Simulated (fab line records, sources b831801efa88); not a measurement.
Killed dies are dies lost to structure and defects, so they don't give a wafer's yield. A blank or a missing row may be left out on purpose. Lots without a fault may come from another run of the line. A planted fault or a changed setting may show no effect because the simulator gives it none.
A struck lot beside a sound one | flow gf180mcu | 16 steps out of a route of 602
Sound: wafers L628.1, L628.4, L628.6. Struck: wafer L643.6. (L643.3, L643.5 of the same lot were not struck and are left out.) The cause comes at the end.
At each step with rows: each side's tool, then ch and its chambers, then its first start. Under that, the readings that differ: sound wafers | struck wafers | difference of the means | sigmas: that difference in standard deviations of wafers without a fault.
alike: readings whose means differ by less than 2 such deviations, and words and numbers that are the same on both sides. not compared: withheld readings, readings that some wafer has no value for, bounds like >300 that may hide the same value, and numbers for which the record gives no deviation and whose values overlap.
The two part at a step that has a row with sigmas, a row that says differs or no value, or rows on one side only. Numbers that don't overlap but have no deviation are shown without sigmas and don't part them. A reading that every wafer of one side lacks parts them only if that side has two wafers or more.

first, 1 step without rows for these wafers: GF_TOP_METAL_CLEAN_19 (cleans in DIW).
GF_PASSIVATION_CVD_00: deposits SiO2 from TEOS, target thk 1000 nm, time 111.95 s.
  sound on pecvd-04 ch 0,1, day 29 00:41; struck on pecvd-01 ch 1, day 33 05:26
  alike: heater_power_w
GF_PASSIVATION_THK_MEAS_01:
  sound on film_metro-03, day 29 00:49; struck on film_metro-03, day 33 05:32
  alike: PASSIVATION_CVD_00_THK
GF_PASSIVATION_CVD_02: deposits Si3N4, target thk 700 nm, time 486.18 s.
  sound on pecvd-01 ch 0,2, day 29 00:52; struck on pecvd-04 ch 0, day 33 05:35
  alike: heater_power_w
GF_PASSIVATION_THK_MEAS_03:
  sound on film_metro-02, day 29 01:09; struck on film_metro-03, day 33 05:53
  alike: PASSIVATION_CVD_02_THK
then, 7 steps without rows for these wafers: GF_PASSIVATION_DEHYDRATE_04 (time 60 s); GF_PASSIVATION_HMDS_05 (prime time 60 s); GF_PASSIVATION_COAT_06 (resist thk 4000 nm); GF_PASSIVATION_SOFTBAKE_07; GF_PASSIVATION_EXPOSE_08 (exposes mask Pad, target cd 40000 nm); GF_PASSIVATION_PEB_09; GF_PASSIVATION_DEVELOP_10 (develop time 60 s).
GF_PASSIVATION_ETCH_11: etches the open film in CF4/O2, stops on TiN, target depth 1800 nm, time 400 s.
  sound on rie_diel-02 ch 1,3, day 29 20:01; struck on rie_diel-02 ch 0, day 33 21:22
  reading                                       | sound             | struck | difference | sigmas
  oes_product_au (a.u.)                         | 0.960 0.969 0.969 | 0.896  | -0.070     | -9
  throttle_valve_pct (%)                        | 5.973 5.949 5.965 | 5.940  | -0.022     | -2
  model.PASSIVATION.feature_depth_nm (nm)       | 1697 1717 1709    | 1492   | -216       |
  model.etch.depth_nm (nm)                      | 1697 1717 1709    | 1492   | -216       |
  model.coat_of_PASSIVATION_COAT_06.thk_nm (nm) | 2805 2803 2810    | 3017   | +211       |
  alike: cf4_flow_sccm, drypump_motor_current_A
  not compared: rf_hours_counter_h
GF_PASSIVATION_STRIP_12: strips in O2/N2.
  sound on plasma_asher-04 ch 0,1, day 29 20:15; struck on plasma_asher-04 ch 0, day 33 21:38
  reading                      | sound             | struck | difference | sigmas
  strip_time_to_endpoint_s (s) | 34.85 34.82 34.89 | 37.25  | +2.40      | +8
  alike: drypump_motor_current_A, heater_power_w, oes_product_au
  not compared: rf_hours_counter_h
then, 1 step without rows for these wafers: GF_PASSIVATION_ANNEAL_13 (time 1800 s).
GF_PASSIVATION_PROBE_99:
  sound on prober-01, day 29 22:29; struck on prober-02, day 33 23:34
  reading                          | sound | struck | difference | sigmas
  model.etest.nmos_3p3_sab.open    | 0 0 0 | 1      | +1         |
  model.etest.contact_to_gate.open | 0 0 0 | 1      | +1         |
  model.etest.nldd_3p3.open        | 0 0 0 | 1      | +1         |
  model.etest.nmos_3p3.under_floor | 0 0 0 | 1      | +1         |
  model.etest.nmos_6p0.under_floor | 0 0 0 | 1      | +1         |
  model.etest.n_drift.open         | 0 0 0 | 1      | +1         |
  model.etest.nwell.open           | 0 0 0 | 1      | +1         |
  model.etest.pmos_3p3_min.open    | 0 0 0 | 1      | +1         |

WHERE THEY PART
First at GF_PASSIVATION_ETCH_11; last, within this record, at GF_PASSIVATION_STRIP_12.

WHY: what the simulator had put in
Process parameter drift: rie_diel-02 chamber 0, from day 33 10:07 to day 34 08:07, at GF_PASSIVATION_ETCH_11. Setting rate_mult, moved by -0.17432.
